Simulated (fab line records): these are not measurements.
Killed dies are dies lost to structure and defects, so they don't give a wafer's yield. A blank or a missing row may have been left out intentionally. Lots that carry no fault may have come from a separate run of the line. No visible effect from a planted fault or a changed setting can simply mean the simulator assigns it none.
The tool behind it: which one?    flow gf180mcu    17 wafers from 6 lots sampled at 4 of the route's 602 steps

== WHAT THE GAUGES READ, wafer by wafer ==
GF_TOP_METAL_CD_MEAS_14 targets a cd of 440 nm.
lot   measured      on        cdNm (nm)
L883  day 28 20:20  cdSem-01  438.6 440.4 440.4
L889  day 30 12:58  cdSem-02  435.9 436.2 436.4
L890  day 30 20:36  cdSem-01  437.0 440.4 439.2
L895  day 32 05:19  cdSem-01  440.6 440.8 442.3
L898  day 32 23:06  cdSem-01  439.4 440.1 436.3
L901  day 33 16:12  cdSem-02  436.9 436.7

== WHICH TOOL RAN EACH LOT (tool, then ch and the chambers of the sampled wafers, then the start) ==
lot   GF_M3_SPUTTER_02             GF_M5_ETCH_09                      GF_TOP_METAL_SPUTTER_00
L883  pvdSputter-02, day 21 05:22  rieDiel-04 ch 0,1,3, day 27 01:37  pvdSputter-01, day 28 00:38
L889  pvdSputter-04, day 23 07:56  rieDiel-02 ch 0,1, day 28 19:59    pvdSputter-03, day 29 18:05
L890  pvdSputter-04, day 23 17:17  rieDiel-01 ch 0,1,2, day 29 04:11  pvdSputter-03, day 30 02:34
L895  pvdSputter-02, day 25 10:31  rieDiel-02 ch 0,3, day 30 15:19    pvdSputter-03, day 31 12:23
L898  pvdSputter-04, day 26 07:48  rieDiel-01 ch 1,2, day 31 11:19    pvdSputter-04, day 32 06:35
L901  pvdSputter-04, day 27 04:33  rieDiel-01 ch 1,3, day 32 04:35    pvdSputter-03, day 33 00:20
- GF_M3_SPUTTER_02: material AlCu, target thk 450 nm, time 23.9 s.
- GF_M5_ETCH_09: etches Si3N4 in CF4/O2, target depth 52 nm, time 11.6 s.
- GF_TOP_METAL_SPUTTER_00: material Ti, target thk 37.5 nm, time 150 s.

== THE ANSWER, worked out from the rows above alone ==
Rule: usual is defined by the lots themselves. The widest of any qualifying gaps counts: lots, ordered by their means at a reading, are off when they make up no more than a third of the lots, leave a main group of 4 or more, and stand apart from it by 3 or more times the standard deviation of that group's means. Not used: any main group whose means are identical at the precision the tables above print for the reading. Also off: a lot with no number at a reading for which 4 or more lots have one. All remaining lots with rows at the step are treated as sound.
None of the lots is off at any reading shown; this tells nothing.

== WHAT THE SIMULATOR PUT IN ==
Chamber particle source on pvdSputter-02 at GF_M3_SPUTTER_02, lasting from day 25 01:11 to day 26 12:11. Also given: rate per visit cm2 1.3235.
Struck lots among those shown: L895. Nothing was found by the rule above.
